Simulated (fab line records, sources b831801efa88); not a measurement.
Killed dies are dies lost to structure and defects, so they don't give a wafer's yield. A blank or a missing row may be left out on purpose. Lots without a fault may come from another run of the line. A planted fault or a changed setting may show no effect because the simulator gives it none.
Which tool did it? | flow sky130 | 11 lots, 33 wafers sampled, at 5 steps of a route of 708

WHAT THE GAUGES READ, wafer by wafer
SKY_FIELD_ISO_THK_MEAS_02. Usual: FIELD_ISO_OXIDATION_00_THK 11.61 nm, standard deviation 0.19.
lot  | measured    | on            | FIELD_ISO_OXIDATION_00_THK (nm) | flag
L372 | day 1 16:39 | film_metro-04 | 11.53 11.46 11.40               |
L373 | day 1 23:41 | film_metro-04 | 11.67 11.84 11.58               |
L377 | day 2 12:41 | film_metro-01 | 11.27 11.36 11.41               |
L378 | day 2 17:38 | film_metro-04 | 11.41 11.67 11.74               |
L384 | day 3 23:38 | film_metro-04 | 11.38 11.57 11.44               |
L385 | day 4 05:44 | film_metro-03 | 11.51 11.43 11.76               |
L388 | day 4 19:39 | film_metro-03 | 11.64 11.53 11.54               |
L389 | day 5 00:39 | film_metro-04 | 11.26 11.41 11.55               |
L390 | day 5 05:38 | film_metro-01 | 11.63 11.38 11.59               |
L391 | day 5 10:39 | film_metro-04 | 11.82 12.03 11.69               |
L395 | day 6 06:38 | film_metro-03 | 12.09 12.06 12.03               |

SKY_NWELL_THK_MEAS_02. Usual: NWELL_OXIDATION_THK 10.01 nm, standard deviation 0.19.
lot  | measured    | on            | NWELL_OXIDATION_THK (nm) | flag
L372 | day 2 14:25 | film_metro-03 | 9.86 9.86 9.99           |
L373 | day 3 01:29 | film_metro-02 | 10.07 10.19 10.13        |
L377 | day 3 16:17 | film_metro-01 | 9.99 10.08 10.11         |
L378 | day 3 17:12 | film_metro-02 | 10.18 10.18 9.97         |
L384 | day 5 01:02 | film_metro-01 | 7.74 7.58 7.52           | OFF
L385 | day 5 06:13 | film_metro-02 | 7.56 7.27 7.48           | OFF
L388 | day 5 23:41 | film_metro-01 | 10.45 10.22 10.46        |
L389 | day 6 04:15 | film_metro-01 | 9.84 9.81 9.78           |
L390 | day 6 08:19 | film_metro-02 | 10.10 9.98 10.02         |
L391 | day 6 14:54 | film_metro-01 | 10.10 10.10 10.12        |
L395 | day 7 09:50 | film_metro-02 | 9.86 9.77 9.81           |

SKY_PWDE_TW_MEAS_10. Usual: PWDE_TW 369, standard deviation 6.
lot  | measured    | on            | PWDE_TW     | flag
L372 | day 3 22:14 | film_metro-02 | 378 377 381 |
L373 | day 4 09:20 | film_metro-01 | 368 367 367 |
L377 | day 5 01:43 | film_metro-01 | 367 365 367 |
L378 | day 5 02:40 | film_metro-02 | 377 377 380 |
L384 | day 6 13:46 | film_metro-02 | 379 379 377 |
L385 | day 6 19:29 | film_metro-01 | 368 367 365 |
L388 | day 7 14:11 | film_metro-02 | 382 381 379 |
L389 | day 7 19:35 | film_metro-02 | 381 379 380 |
L390 | day 7 23:07 | film_metro-01 | 366 366 366 |
L391 | day 8 07:08 | film_metro-03 | 365 365 365 |
L395 | day 9 03:46 | film_metro-01 | 368 367 366 |

WHICH TOOL RAN EACH LOT (tool, then ch and the chambers of the sampled wafers, then the start)
lot  | SKY_FIELD_ISO_ETCH_15             | SKY_NWELL_OXIDATION_01
L372 | rie_diel-02 ch 1,2,3, day 2 08:42 | furnace-02 ch 0, day 2 12:59
L373 | rie_diel-03 ch 2,3, day 2 18:18   | furnace-02 ch 0, day 3 00:05
L377 | rie_diel-03 ch 0,2, day 3 07:14   | furnace-01 ch 0, day 3 14:54
L378 | rie_diel-01 ch 0,2,3, day 3 10:33 | furnace-02 ch 0, day 3 15:49
L384 | rie_diel-01 ch 2,3, day 4 18:56   | furnace-02 ch 0, day 4 23:38
L385 | rie_diel-03 ch 1,2, day 5 00:26   | furnace-02 ch 0, day 5 04:49
L388 | rie_diel-01 ch 1,2,3, day 5 16:02 | furnace-01 ch 0, day 5 22:17
L389 | rie_diel-02 ch 1,3, day 5 19:57   | furnace-01 ch 0, day 6 02:50
L390 | rie_diel-02 ch 0,2,3, day 6 02:35 | furnace-01 ch 0, day 6 06:55
L391 | rie_diel-01 ch 1,2, day 6 07:03   | furnace-01 ch 0, day 6 13:29
L395 | rie_diel-03 ch 2,3, day 7 03:44   | furnace-01 ch 0, day 7 08:26
- SKY_FIELD_ISO_ETCH_15: etches the open film in CHF3/O2, stops on Si, target depth 180 nm, time 72 s.
- SKY_NWELL_OXIDATION_01: stabilise 600 s, purge 300 s, target thk 10 nm.

WHAT THE TOOLS THEMSELVES READ (means of the sampled wafers that have a number; where no wafer has one, the mark that the record gives instead)
SKY_FIELD_ISO_ETCH_15. Usual: O2_flow_sccm 5.002 sccm, standard deviation 0.015; chf3_flow_sccm 50.00 sccm, standard deviation 0.16; drypump_motor_current_A 5.8 A, standard deviation 0.4; oes_product_au 0.942 a.u., standard deviation 0.0072; throttle_valve_pct 8.843 %, standard deviation 0.0094.
lot  | tool        | O2_flow_sccm (sccm) | chf3_flow_sccm (sccm) | drypump_motor_current_A (A) | oes_product_au (a.u.) | throttle_valve_pct (%) | flag
L372 | rie_diel-02 | 4.994               | 49.89                 | 5.6                         | 0.934                 | 8.832                  |
L373 | rie_diel-03 | 5.005               | 49.95                 | 6.4                         | 0.945                 | 8.845                  |
L377 | rie_diel-03 | 5.009               | 49.97                 | 5.8                         | 0.932                 | 8.834                  |
L378 | rie_diel-01 | 5.014               | 49.90                 | 5.4                         | 0.943                 | 8.851                  |
L384 | rie_diel-01 | 5.005               | 50.08                 | 5.2                         | 0.943                 | 8.836                  |
L385 | rie_diel-03 | 4.996               | 49.93                 | 6.0                         | 0.944                 | 8.839                  |
L388 | rie_diel-01 | 5.003               | 49.94                 | 5.5                         | 0.943                 | 8.851                  |
L389 | rie_diel-02 | 5.010               | 49.98                 | 5.6                         | 0.941                 | 8.850                  |
L390 | rie_diel-02 | 5.007               | 49.90                 | 5.7                         | 0.941                 | 8.841                  |
L391 | rie_diel-01 | 4.998               | 49.97                 | 5.9                         | 0.951                 | 8.848                  |
L395 | rie_diel-03 | 4.981               | 49.82                 | 6.4                         | 0.930                 | 8.834                  |

SKY_NWELL_OXIDATION_01. Usual: spike_tc_bottom_C 921 C, standard deviation 3.8; spike_tc_centre_C 899.8 C, standard deviation 1; spike_tc_lower_C 899.6 C, standard deviation 1.1; spike_tc_top_C 911.9 C, standard deviation 1.1; spike_tc_upper_C 901.6 C, standard deviation 1.1; tube_center_temp_C 899.99 C, standard deviation 0.086; tube_center_temp_C_max 902.3, standard deviation 0.38.
lot  | tool       | spike_tc_bottom_C (C) | spike_tc_centre_C (C) | spike_tc_lower_C (C) | spike_tc_top_C (C) | spike_tc_upper_C (C) | tube_center_temp_C (C) | tube_center_temp_C_max | flag
L372 | furnace-02 | 916                   | 900.7                 | 900.2                | 912.8              | 901.1                | 899.99                 | 902.7                  |
L373 | furnace-02 | 917                   | 899.9                 | 899.7                | 912.4              | 900.4                | 899.99                 | 902.4                  |
L377 | furnace-01 | 923                   | 898.7                 | 898.9                | 911.1              | 901.5                | 900.00                 | 901.9                  |
L378 | furnace-02 | 917                   | 901.1                 | 900.0                | 911.7              | 901.0                | 900.05                 | 902.5                  |
L384 | furnace-02 | 893                   | 876.0                 | 876.6                | 888.8              | 877.9                | 876.44                 | 878.8                  | OFF
L385 | furnace-02 | 893                   | 876.9                 | 877.4                | 889.8              | 877.9                | 876.55                 | 879.2                  | OFF
L388 | furnace-01 | 923                   | 899.5                 | 899.5                | 911.4              | 901.8                | 899.99                 | 902.2                  |
L389 | furnace-01 | 924                   | 900.0                 | 899.2                | 911.8              | 901.9                | 900.00                 | 902.3                  |
L390 | furnace-01 | 923                   | 898.5                 | 899.3                | 911.5              | 901.7                | 900.08                 | 902.4                  |
L391 | furnace-01 | 924                   | 899.3                 | 900.5                | 910.9              | 902.5                | 900.06                 | 902.4                  |
L395 | furnace-01 | 924                   | 900.4                 | 899.4                | 913.4              | 901.6                | 899.92                 | 902.3                  |

THE ANSWER, worked out from the rows above alone
Rule: a lot is off if the mean of its wafers that have a number lies more than 3 standard deviations from the usual mean. A lot without any number at a reading at which 4 lots or more have one is off too. The other lots that the step has rows for count as sound. The gauges are gone through in route order, then the tools' own readings, and for those a lot's mean is taken as printed above. The first step at which some lot is off is used, and at that step the reading that is off furthest; a lot without a number counts as furthest.
Off: L384, L385, at SKY_NWELL_THK_MEAS_02 (NWELL_OXIDATION_THK).
A tool fits if, at a process step before that reading, it ran every lot that is off, and no sound lot after the first of them. The gauges at SKY_NWELL_THK_MEAS_02 aren't tried: what is off there is off at SKY_NWELL_OXIDATION_01 too, on other tools, and a gauge's error can't cause that. One fits: furnace-02 at SKY_NWELL_OXIDATION_01. Its last sound lot is L378 (day 3 15:49), its first lot that is off L384 (day 4 23:38): a fault that began between those two fits.
The tool's own readings at SKY_NWELL_OXIDATION_01 bear it out: on the lots that are off they differ by more than 5 times the standard deviation of the sound lots' means. spike_tc_bottom_C reads 893 C there against 921 C on the sound lots; spike_tc_centre_C reads 876.5 C there against 899.8 C on the sound lots; spike_tc_lower_C reads 877.0 C there against 899.6 C on the sound lots; spike_tc_top_C reads 889.3 C there against 911.9 C on the sound lots; spike_tc_upper_C reads 877.9 C there against 901.5 C on the sound lots; tube_center_temp_C reads 876.50 C there against 900.01 C on the sound lots; tube_center_temp_C_max reads 879.0 there against 902.3 on the sound lots.

WHAT THE SIMULATOR HAD PUT IN
Process parameter drift: furnace-02, from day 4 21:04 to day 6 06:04, at SKY_NWELL_OXIDATION_01. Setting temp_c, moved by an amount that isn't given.
Lots struck among those shown: L384, L385. The rule above found the same.
